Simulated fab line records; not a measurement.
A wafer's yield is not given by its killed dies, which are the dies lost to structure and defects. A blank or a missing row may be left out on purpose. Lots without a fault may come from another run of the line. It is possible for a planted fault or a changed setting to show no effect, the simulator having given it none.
fab line records -- flow sfq-line
[record] lots = 6, wafers = 18, last-day = 91
route steps=325 shown M5@200 A5B@209 R5@212
lots with no fault: from the same line, run without faults
start-h: hours from the record's opening day to when the first of the lot's shown wafers began -- wait-h: hours since the lot's step before -- " unchanged from the row above -- L1.1+2: a single row standing in for several wafers -- - value missing, or start not given -- * or withheld: withheld -- < > ~ a bound
route shown NAME@n: names a module that has steps shown in the file, with the first one's number in the route -- usual: the fault-free wafers' mean and standard deviation -- same: alike in all rows -- chamber/n: place in a boat -- sites: each site's reading -- _std_site: the standard deviation of these -- _edge_site: mean of outer sites minus mean of inner sites -- radius-mm: how far each site lies from the wafer's centre -- mask NAME#n: copy n -- behind: tool/chamber where the wafer was last shaped -- hold: cause of the lot's hold/its duration in hours/its outcome -- device: the transistor (n, p or np) that didn't switch -- end of line: the same wafers' tests at the end of the route -- a step given without rows: its recipe and nothing more -- killed: not the wafer's yield, but the dies lost to structure and defects at the first sort -- map: dies across one wafer; x = killed, . = not, _ = none there
set.NAME: the setting that was run; set.NAME@STEP: the one run at that earlier step -- model.NAME: the simulator's own value behind a step, which no gauge read
lots at some steps of the route; a table a step, a row a wafer
services: the hour from which a tool's chamber was out of use, counted from the record's first day as start-h (under 0 if before that day), plus the number of hours and why
[[steps]]
[step SFQ_TRILAYER_M5_LITHO_SOFTBAKE_127]
[recipe] temp-c = withheld, time-s = withheld, resist = KrF
[step SFQ_TRILAYER_M5_LITHO_EXPOSE_124]
[recipe] mask-id = M5, na = 0.6, source-shape = conventional, sigma-outer = 0.65, target-cd-nm = 700, dose-mj = 14.4
[step SFQ_TRILAYER_M5_LITHO_PEB_126]
[recipe] peb-temp-c = 115, peb-time-s = 60, resist = KrF
[step SFQ_TRILAYER_M5_LITHO_DEVELOP_125]
[recipe] time-s = 60, resist = KrF
[step SFQ_M5_OVL_MEAS_932]
[usual] M5_OVL = 0/4.3
lot.wafer,tool,chamber,start-h,wait-h,M5_OVL[nm]
L939.3,overlay-01,-,1353.85,0.1,7
L939.4,overlay-01,-,1353.85,0.1,4
L939.5,overlay-01,-,1353.85,0.1,6
L945.2,overlay-02,-,1554.10,0.1,0
L945.3,overlay-02,-,1554.10,0.1,3
L945.4,overlay-02,-,1554.10,0.1,-1
L947.2,overlay-01,-,1557.70,0.1,-2
L947.3,overlay-01,-,1557.70,0.1,-3
L947.5,overlay-01,-,1557.70,0.1,-1
L952.1,overlay-01,-,1680.90,0.1,-1
L952.5,overlay-01,-,1680.90,0.1,-1
L952.6,overlay-01,-,1680.90,0.1,-3
L955.1,overlay-01,-,1696.50,0.1,-4
L955.3,overlay-01,-,1696.50,0.1,1
L955.4,overlay-01,-,1696.50,0.1,-4
L958.2,overlay-02,-,1731.18,0.1,5
L958.3,overlay-02,-,1731.18,0.1,3
L958.4,overlay-02,-,1731.18,0.1,3
[step SFQ_TRILAYER_M5_BARC_OPEN_METAL_ETCH_161]
[recipe] mask-material = PR, chemistry = O2, target-depth-nm = 125, target = BARC, icp-w = 600, bias-w = 80, pressure-mtorr = 10, time-s = 41.7
[step SFQ_TRILAYER_M5_ETCH_METAL_ETCH_126]
[recipe] target = Nb, stop-on = SiO2, mask-material = PR, over-etch-frac = 0.15, time-s = 203.2, chemistry = Cl2/BCl3, target-depth-nm = 265, icp-w = 600, bias-w = 80, pressure-mtorr = 10
[usual] drypump-motor-current-A = 5.5/0.48, oes-product-au = 0.729/0.0063
lot.wafer,tool,chamber,start-h,wait-h,drypump-motor-current-A,oes-product-au,rf-hours-counter-h
L939.3,rie-metal-01,0,1354.00,0.1,6.0,0.716,-
L939.4,rie-metal-01,1,1354.00,0.1,5.8,0.724,-
L939.5,rie-metal-01,0,1354.00,0.1,6.0,0.729,-
L945.2,rie-metal-04,0,1554.19,0.0,5.4,0.721,37
L945.3,rie-metal-04,0,1554.19,0.0,5.4,0.720,-
L945.4,rie-metal-04,1,1554.19,0.0,4.9,0.724,-
L947.2,rie-metal-03,1,1557.79,0.0,6.2,0.731,81
L947.3,rie-metal-03,1,1557.79,0.0,6.2,0.728,-
L947.5,rie-metal-03,1,1557.79,0.0,6.2,0.737,-
L952.1,rie-metal-04,0,1680.99,0.0,5.4,0.739,56
L952.5,rie-metal-04,1,1680.99,0.0,4.9,0.734,-
L952.6,rie-metal-04,0,1680.99,0.0,5.4,0.731,-
L955.1,rie-metal-04,1,1696.59,0.0,5.0,0.728,104
L955.3,rie-metal-04,1,1696.59,0.0,5.0,0.709,-
L955.4,rie-metal-04,0,1696.59,0.0,5.4,0.728,-
L958.2,rie-metal-01,1,1731.27,0.0,5.8,0.727,54
L958.3,rie-metal-01,1,1731.27,0.0,5.7,0.722,-
L958.4,rie-metal-01,0,1731.27,0.0,6.0,0.734,-
[step SFQ_TRILAYER_M5_STRIP_STRIP_127]
[recipe] gas = O2, power-w = 203.6, platen-temp-c = 40, overash-fraction = 0.65, chemistry = O2, pressure-mtorr = 50
[usual] drypump-motor-current-A = 5.5/0.48, oes-product-au = 1.000/0.0081
lot.wafer,tool,chamber,start-h,wait-h,drypump-motor-current-A,oes-product-au,rf-hours-counter-h
L939.3,rie-metal-01,0,1354.33,0.3,6.0,0.990,-
L939.4,rie-metal-01,1,1354.33,0.3,5.8,0.992,-
L939.5,rie-metal-01,0,1354.33,0.3,6.0,0.994,-
L945.2,rie-metal-04,0,1554.39,0.1,5.4,1.002,37
L945.3,rie-metal-04,0,1554.39,0.1,5.4,1.003,-
L945.4,rie-metal-04,1,1554.39,0.1,4.9,0.995,-
L947.2,rie-metal-03,1,1557.99,0.1,6.2,1.006,81
L947.3,rie-metal-03,1,1557.99,0.1,6.2,1.019,-
L947.5,rie-metal-03,1,1557.99,0.1,6.2,1.007,-
L952.1,rie-metal-04,0,1681.19,0.1,5.4,1.008,56
L952.5,rie-metal-04,1,1681.19,0.1,4.9,1.004,-
L952.6,rie-metal-04,0,1681.19,0.1,5.4,1.008,-
L955.1,rie-metal-04,1,1696.79,0.1,4.9,1.003,104
L955.3,rie-metal-04,1,1696.79,0.1,4.9,0.994,-
L955.4,rie-metal-04,0,1696.79,0.1,5.4,1.003,-
L958.2,rie-metal-01,1,1731.47,0.1,5.8,0.994,54
L958.3,rie-metal-01,1,1731.47,0.1,5.8,1.007,-
L958.4,rie-metal-01,0,1731.47,0.1,6.0,0.979,-
[step SFQ_TRILAYER_M5_STRIP_SOLV_CLEAN_128]
[recipe] chemistry = NMP, temp-c = 70, time-s = 600
[step SFQ_TRILAYER_A5B_DEP_PECVD_129]
[recipe] material = SiO2, temp-c = 150, time-s = 133.33, pressure-torr = 2.4, rf-w = 183.3, precursor = SiH4/N2O, target-thk-nm = 600
[step SFQ_TRILAYER_A5B_CMP_CMP_130]
[recipe] stop-on = Nb, down-force-psi = 3, platen-rpm = 60, target-thk-nm = 340.7
[usual] motor-current-A = 10.5/1.1, slurry-flow-ml-min = 150.0/0.47
lot.wafer,tool,chamber,start-h,wait-h,motor-current-A,slurry-flow-ml-min
L939.4,cmp-02,1,1361.44,6.4,9.1,150.3
L939.3,cmp-02,2,1361.44,6.4,8.6,150.0
L939.5,cmp-02,0,1362.94,7.9,9.9,150.1
L945.3,cmp-02,1,1555.25,0.0,9.2,150.4
L945.2,cmp-02,2,1555.25,0.0,8.4,150.2
L945.4,cmp-02,3,1555.25,0.0,10.5,149.8
L947.2,cmp-01,0,1559.45,0.6,11.4,150.2
L947.3,cmp-01,2,1560.45,1.6,11.0,150.0
L947.5,cmp-01,1,1561.95,3.1,9.2,151.0
L952.1,cmp-01,2,1683.05,1.0,11.4,150.0
L952.6,cmp-01,0,1684.05,2.0,12.2,149.4
L952.5,cmp-01,1,1684.05,2.0,9.4,150.4
L955.3,cmp-02,0,1697.65,0.0,9.3,150.3
L955.4,cmp-02,1,1697.65,0.0,9.1,149.9
L955.1,cmp-02,2,1697.65,0.0,8.8,149.7
L958.2,cmp-02,1,1732.33,0.0,9.6,150.3
L958.4,cmp-02,2,1732.33,0.0,8.3,150.4
L958.3,cmp-02,3,1732.33,0.0,11.5,150.3
[step SFQ_TRILAYER_A5B_METRO_MEASURE_131]
[usual] thk-nm = 338/6.7
lot.wafer,tool,chamber,start-h,wait-h,thk-nm
L939.3,film-metro-01,-,1363.84,1.4,334
L939.4,film-metro-01,-,1363.84,1.4,340
L939.5,film-metro-01,-,1363.84,1.4,343
L945.2,film-metro-04,-,1558.45,2.2,329
L945.3,film-metro-04,-,1558.45,2.2,337
L945.4,film-metro-04,-,1558.45,2.2,330
L947.2,film-metro-04,-,1562.65,2.7,334
L947.3,film-metro-04,-,1562.65,2.7,331
L947.5,film-metro-04,-,1562.65,2.7,332
L952.1,film-metro-01,-,1685.05,1.5,344
L952.5,film-metro-01,-,1685.05,1.5,341
L952.6,film-metro-01,-,1685.05,1.5,343
L955.1,film-metro-03,-,1700.65,1.5,339
L955.3,film-metro-03,-,1700.65,1.5,349
L955.4,film-metro-03,-,1700.65,1.5,343
L958.2,film-metro-03,-,1735.53,2.7,338
L958.3,film-metro-03,-,1735.53,2.7,332
L958.4,film-metro-03,-,1735.53,2.7,329
[step SFQ_TRILAYER_R5_DEP_SPUTTER_132]
[recipe] material = Ti, base-pressure-pa = 1.33e-06, target-thk-nm = 5, power-w = 2000, time-s = 5, chamber-pressure-pa = 0.4
[usual] cathode-dc-power-W = 2000.0/0.32, throttle-valve-pct = 29.9/1
lot.wafer,tool,chamber,start-h,wait-h,cathode-dc-power-W,throttle-valve-pct
L939.3,pvd-sputter-04,-,1364.64,0.6,2000.2,30.4
L939.4,pvd-sputter-04,-,1364.64,0.6,1999.6,29.8
L939.5,pvd-sputter-04,-,1364.64,0.6,2000.6,30.3
L945.2,pvd-sputter-06,-,1559.45,0.8,2000.3,31.0
L945.3,pvd-sputter-06,-,1559.45,0.8,2000.6,28.7
L945.4,pvd-sputter-06,-,1559.45,0.8,2000.0,28.4
L947.2,pvd-sputter-04,-,1563.65,0.8,2000.2,29.7
L947.3,pvd-sputter-04,-,1563.65,0.8,1999.9,31.5
L947.5,pvd-sputter-04,-,1563.65,0.8,1999.7,30.1
L952.1,pvd-sputter-06,-,1686.25,1.0,2062.6,30.9
L952.5,pvd-sputter-06,-,1686.25,1.0,1999.6,28.4
L952.6,pvd-sputter-06,-,1686.25,1.0,1999.8,28.4
L955.1,pvd-sputter-06,-,1701.85,1.0,2062.5,30.5
L955.3,pvd-sputter-06,-,1701.85,1.0,1999.9,28.7
L955.4,pvd-sputter-06,-,1701.85,1.0,2000.3,31.2
L958.2,pvd-sputter-04,-,1736.53,0.8,1999.7,29.9
L958.3,pvd-sputter-04,-,1736.53,0.8,1999.6,31.3
L958.4,pvd-sputter-04,-,1736.53,0.8,2000.0,30.6
[step SFQ_TRILAYER_R5_DEP_SPUTTER_133]
[recipe] material = MoNx, base-pressure-pa = 1.33e-06, target-thk-nm = 40, power-w = 1000, time-s = 66.7, chamber-pressure-pa = 0.4
[usual] cathode-dc-power-W = 999.98/0.16, throttle-valve-pct = 29.9/1.1
lot.wafer,tool,chamber,start-h,wait-h,cathode-dc-power-W,throttle-valve-pct
L939.3,pvd-sputter-04,-,1364.66,0.0,1000.1,30.4
L939.4,pvd-sputter-04,-,1364.66,0.0,1000.0,29.5
L939.5,pvd-sputter-04,-,1364.66,0.0,999.96,30.5
L945.2,pvd-sputter-06,-,1559.47,0.0,999.78,30.7
L945.3,pvd-sputter-06,-,1559.47,0.0,1000.0,28.4
L945.4,pvd-sputter-06,-,1559.47,0.0,1000.0,28.6
L947.2,pvd-sputter-04,-,1563.67,0.0,999.86,29.7
L947.3,pvd-sputter-04,-,1563.67,0.0,1000.2,31.7
L947.5,pvd-sputter-04,-,1563.67,0.0,999.84,30.2
L952.1,pvd-sputter-06,-,1686.27,0.0,1000.1,30.7
L952.5,pvd-sputter-06,-,1686.27,0.0,999.92,28.8
L952.6,pvd-sputter-06,-,1686.27,0.0,999.89,28.6
L955.1,pvd-sputter-06,-,1701.87,0.0,999.94,30.8
L955.3,pvd-sputter-06,-,1701.87,0.0,999.76,28.3
L955.4,pvd-sputter-06,-,1701.87,0.0,1000.1,30.8
L958.2,pvd-sputter-04,-,1736.55,0.0,999.82,30.3
L958.3,pvd-sputter-04,-,1736.55,0.0,1000.1,31.7
L958.4,pvd-sputter-04,-,1736.55,0.0,1000.1,30.6
[[services]]
tool,chamber,start-h,hours,kind
pvd-sputter-04,-,1333.81,1.1,repair
film-metro-04,-,1346.84,1.8,pm
cmp-02,-,1354.75,2.7,repair
pvd-sputter-04,-,1359.00,2.3,repair
pvd-sputter-04,-,1395.43,2.1,repair
cmp-02,-,1397.01,8.3,pm
rie-metal-04,1,1402.56,11.6,repair
cmp-02,-,1405.27,6.9,pm
pvd-sputter-06,-,1414.23,2.0,repair
cmp-02,-,1439.01,4.0,pm
rie-metal-04,-,1458.18,2.8,pm
pvd-sputter-06,-,1480.29,2.4,repair
rie-metal-04,-,1503.67,0.6,repair
rie-metal-01,-,1503.70,2.8,pm
rie-metal-01,0,1576.86,2.7,repair
pvd-sputter-06,-,1582.76,1.0,repair
pvd-sputter-06,-,1588.39,4.7,repair
cmp-02,-,1598.19,2.0,repair
rie-metal-04,-,1598.76,1.4,pm
pvd-sputter-04,-,1615.60,53.1,repair
pvd-sputter-06,-,1643.38,11.8,repair
cmp-02,-,1659.19,5.6,repair
cmp-02,-,1672.97,1.3,repair
pvd-sputter-06,-,1684.69,0.7,repair
[[key]]
[first-sign] step = SFQ_TRILAYER_R5_DEP_SPUTTER_132, reading = cathode-dc-power-W, direction = up, sigmas = 99+, usual = 2000.0, struck = 2062.6
effect none on later readings
met-at SFQ_TRILAYER_R5_DEP_SPUTTER_132
struck-wafers L952.1,L955.1
onset-between 1559.45 1686.25
[fault] kind = process-parameter-drift, tool = pvd-sputter-06, chamber = -, onset-h = 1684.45, steps = SFQ_TRILAYER_R5_DEP_SPUTTER_132, channel = power-w, offset = 62.077, shape = step, end-h = 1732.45, acts-in = these-recipes-only, stated = 2000, scope = struck-wafers-only
